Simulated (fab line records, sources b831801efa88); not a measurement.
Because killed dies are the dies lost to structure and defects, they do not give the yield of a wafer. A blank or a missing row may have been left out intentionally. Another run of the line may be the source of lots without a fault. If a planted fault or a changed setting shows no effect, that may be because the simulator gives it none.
Code-filled problem report in 8D (eight disciplines) form | flow gf180mcu | the parts of the form that need people (team, actions taken, sign-off) are left out

1. THE PROBLEM
Mean of doseIonsCm2 at GF_HV_LDD_IMPLANT_21: 5.146e+13 across 9 wafers in 3 lots; on wafers with no fault it is 4.998e+13 (standard deviation 5.9e+10). Measured from the usual mean, that is +25 standard deviations.
The first sign was on wafer L621.3 at day 13 09:30, on implanter-04. The record holds 42 wafers of 14 lots with a number at this step. Rule for "out" (also "out of limits"): further than 4 standard deviations from the usual mean. The other wafers with a number count as sound.

2. WHAT IT IS AND WHAT IT IS NOT
question                    | is                     | is not
which readings at this step | doseIonsCm2            | -
which lots                  | L621, L623, L625       | L613, L616, L618, L626, L627, L628, L630, L631, L632, L634, L636
which wafers of those lots  | all that have a number | -
read on which tools         | implanter-04           | implanter-01, implanter-03
when                        | from day 13 09:30      | up to then (9 sound wafers); but 24 sound wafers of L626, L627, L628, L630, L631, L632, L634, L636 came after

3. THE SUSPECTS, EACH WITH WHAT RULES IT OUT
Counting: a tool at any process step up to the reading remains a suspect when it ran all the lots that are out and ran no sound lot after the first of those.
- implanter-04 at GF_HV_LDD_IMPLANT_21: ruled out as a lasting fault. Following L621 (day 13 09:30), the first lot on it that is out, the sound lots L632 were run on it.
Left after counting: nothing in the record.

4. THE CAUSE (what the simulator had put in)
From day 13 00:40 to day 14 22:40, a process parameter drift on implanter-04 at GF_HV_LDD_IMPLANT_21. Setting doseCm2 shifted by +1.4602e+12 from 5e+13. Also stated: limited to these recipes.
Counting ruled it out, wrongly.

5. THE EFFECT CHAIN, in route order
Each row: a reading where the mean over the struck wafers with a number is more than 3 standard deviations away from the usual. Scope: only readings with a usual standard deviation given in the record; hours: median across lots of the time from each lot's start at the first step in this table that gives one to its start at this step; sigmas: change in usual standard deviations.
hours | step                 | reading     | usual     | on struck wafers | change     | sigmas
0     | GF_HV_LDD_IMPLANT_21 | doseIonsCm2 | 4.998e+13 | 5.146e+13        | +1.482e+12 | +25
Process steps it contains:
- GF_HV_LDD_IMPLANT_21

6. HOW IT WOULD HAVE BEEN CAUGHT EARLIER
In this record no reading fell out of limits until day 13 09:30, 9 hours after the fault had begun at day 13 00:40.
